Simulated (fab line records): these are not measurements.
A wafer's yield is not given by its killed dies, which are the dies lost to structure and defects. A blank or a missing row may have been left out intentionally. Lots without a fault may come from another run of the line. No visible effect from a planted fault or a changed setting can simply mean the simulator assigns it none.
Which of the tools did it? ; flow sky130 ; 72 wafers from 24 lots sampled at 3 of the route's 708 steps

## WHAT THE GAUGES SHOWED, per wafer
SKY_METAL1_RS_MEAS_05: measurement is done with a four-point probe.
lot;measured;on;METAL1_ALCU_RS (ohm/sq)
L074;day 31 05:23;film-metro-01;0.1255 0.1257 0.1261
L075;day 32 00:14;film-metro-02;0.1266 0.1261 0.1271
L076;day 32 11:46;film-metro-02;0.1253 0.1272 0.1261
L077;day 32 21:13;film-metro-01;0.1271 0.1279 0.1283
L078;day 33 01:02;film-metro-02;0.1268 0.1261 0.1256
L079;day 33 06:37;film-metro-02;0.1255 0.1248 0.1242
L080;day 33 14:44;film-metro-04;0.1243 0.1253 0.1251
L081;day 33 23:41;film-metro-04;0.1268 0.1274 0.1275
L082;day 34 05:02;film-metro-02;0.1274 0.1258 0.1261
L083;day 34 13:20;film-metro-01;0.1261 0.1250 0.1252
L084;day 35 07:16;film-metro-01;0.1261 0.1253 0.1259
L085;day 35 07:34;film-metro-04;0.1260 0.1265 0.1257
L086;day 35 17:01;film-metro-02;0.1284 0.1284 0.1295
L087;day 35 23:36;film-metro-04;0.1277 0.1280 0.1272
L088;day 36 08:18;film-metro-02;0.1278 0.1264 0.1275
L089;day 36 18:47;film-metro-01;0.1280 0.1298 0.1278
L090;day 36 22:55;film-metro-04;0.1254 0.1256 0.1256
L091;day 37 07:59;film-metro-01;0.1236 0.1246 0.1236
L092;day 37 17:24;film-metro-02;0.1252 0.1247 0.1239
L093;day 37 18:48;film-metro-02;0.1267 0.1275 0.1277
L094;day 38 03:55;film-metro-04;0.1254 0.1255 0.1253
L095;day 38 09:58;film-metro-02;0.1251 0.1239 0.1240
L096;day 38 14:59;film-metro-01;0.1286 0.1286 0.1270
L097;day 39 10:43;film-metro-01;0.1271 0.1268 0.1268

SKY_VIA1_CD_MEAS_12: target cd 150 nm.
lot;measured;on;cd-nm (nm)
L074;day 33 14:16;cd-sem-01;147.6 147.4 149.6
L075;day 34 07:32;cd-sem-01;149.3 151.3 150.0
L076;day 34 20:17;cd-sem-02;150.5 149.7 149.5
L077;day 35 04:41;cd-sem-02;151.1 149.7 149.2
L078;day 35 08:35;cd-sem-02;152.2 150.8 150.3
L079;day 35 14:08;cd-sem-01;148.5 150.3 149.3
L080;day 35 20:29;cd-sem-01;149.7 149.5 149.4
L081;day 36 05:23;cd-sem-02;148.3 149.3 148.2
L082;day 36 12:02;cd-sem-01;150.7 148.3 147.5
L083;day 36 19:16;cd-sem-01;152.9 153.4 151.1
L084;day 37 13:16;cd-sem-02;150.0 148.3 149.8
L085;day 37 13:46;cd-sem-02;150.2 147.6 149.2
L086;day 37 22:01;cd-sem-01;149.5 149.2 148.8
L087;day 38 05:05;cd-sem-01;148.1 149.5 149.6
L088;day 38 13:16;cd-sem-01;150.2 150.8 152.0
L089;day 39 01:04;cd-sem-02;149.9 150.2 148.7
L090;day 39 03:55;cd-sem-02;146.7 147.3 145.6
L091;day 39 12:10;cd-sem-02;148.5 147.4 150.3
L092;day 39 20:22;cd-sem-01;149.2 149.7 147.9
L093;day 39 22:29;cd-sem-02;151.0 150.2 152.4
L094;day 40 07:46;cd-sem-02;151.3 150.3 150.7
L095;day 40 12:35;cd-sem-02;150.8 148.9 150.3
L096;day 40 16:14;cd-sem-02;146.9 147.1 147.6
L097;day 41 13:52;cd-sem-02;148.7 148.2 148.4

## WHICH TOOL RAN EACH LOT (tool, then ch and the chambers of the sampled wafers, then the start)
lot;SKY_METAL1_SPUTTER_00
L074;pvd-sputter-01, day 31 05:14
L075;pvd-sputter-01, day 32 00:07
L076;pvd-sputter-01, day 32 11:37
L077;pvd-sputter-03, day 32 21:04
L078;pvd-sputter-01, day 33 00:53
L079;pvd-sputter-03, day 33 06:26
L080;pvd-sputter-03, day 33 14:34
L081;pvd-sputter-02, day 33 23:32
L082;pvd-sputter-03, day 34 04:52
L083;pvd-sputter-02, day 34 13:10
L084;pvd-sputter-01, day 35 07:07
L085;pvd-sputter-02, day 35 07:25
L086;pvd-sputter-03, day 35 16:52
L087;pvd-sputter-02, day 35 23:28
L088;pvd-sputter-01, day 36 08:10
L089;pvd-sputter-01, day 36 18:38
L090;pvd-sputter-02, day 36 22:46
L091;pvd-sputter-02, day 37 07:48
L092;pvd-sputter-03, day 37 17:16
L093;pvd-sputter-02, day 37 18:38
L094;pvd-sputter-01, day 38 03:46
L095;pvd-sputter-01, day 38 09:49
L096;pvd-sputter-01, day 38 14:49
L097;pvd-sputter-01, day 39 10:32
- SKY_METAL1_SPUTTER_00: material Ti, target thk 15 nm, time 10 s.

## WHAT THE TOOLS THEMSELVES READ (means of the sampled wafers that have a number; where no wafer has one, the mark that the record gives instead)
SKY_METAL1_SPUTTER_00.
lot;tool;throttle-valve-pct (%)
L074;pvd-sputter-01;29.8
L075;pvd-sputter-01;29.7
L076;pvd-sputter-01;29.9
L077;pvd-sputter-03;29.4
L078;pvd-sputter-01;29.7
L079;pvd-sputter-03;28.9
L080;pvd-sputter-03;29.6
L081;pvd-sputter-02;29.3
L082;pvd-sputter-03;29.0
L083;pvd-sputter-02;28.3
L084;pvd-sputter-01;29.8
L085;pvd-sputter-02;28.4
L086;pvd-sputter-03;28.6
L087;pvd-sputter-02;28.8
L088;pvd-sputter-01;30.1
L089;pvd-sputter-01;29.6
L090;pvd-sputter-02;27.9
L091;pvd-sputter-02;28.8
L092;pvd-sputter-03;29.1
L093;pvd-sputter-02;30.0
L094;pvd-sputter-01;30.0
L095;pvd-sputter-01;29.5
L096;pvd-sputter-01;29.6
L097;pvd-sputter-01;29.6

## THE ANSWER, worked out from the rows above alone
Rule: what is usual is taken from the lots themselves. Put in order of their means at a reading, lots are off if they are a third of the lots or fewer, leave a main group of 4 or more, and stand apart from it by a gap of 3 or more times the standard deviation of the main group's means; of several such gaps the widest counts. A main group whose means are all the same, to the digits that the tables above print for the reading, isn't used. Also off: a lot with no number at a reading for which 4 or more lots have one. Any other lot the step has rows for is counted as sound. The gauges are gone through in route order, then the tools' own readings, and for those a lot's mean is taken as printed above. At the first step where some lot is off, the reading lying furthest off is the one used; lots without a number count as furthest.
No lot is off at any reading shown: from this, nothing can be told.

## WHAT WAS PUT IN BY THE SIMULATOR
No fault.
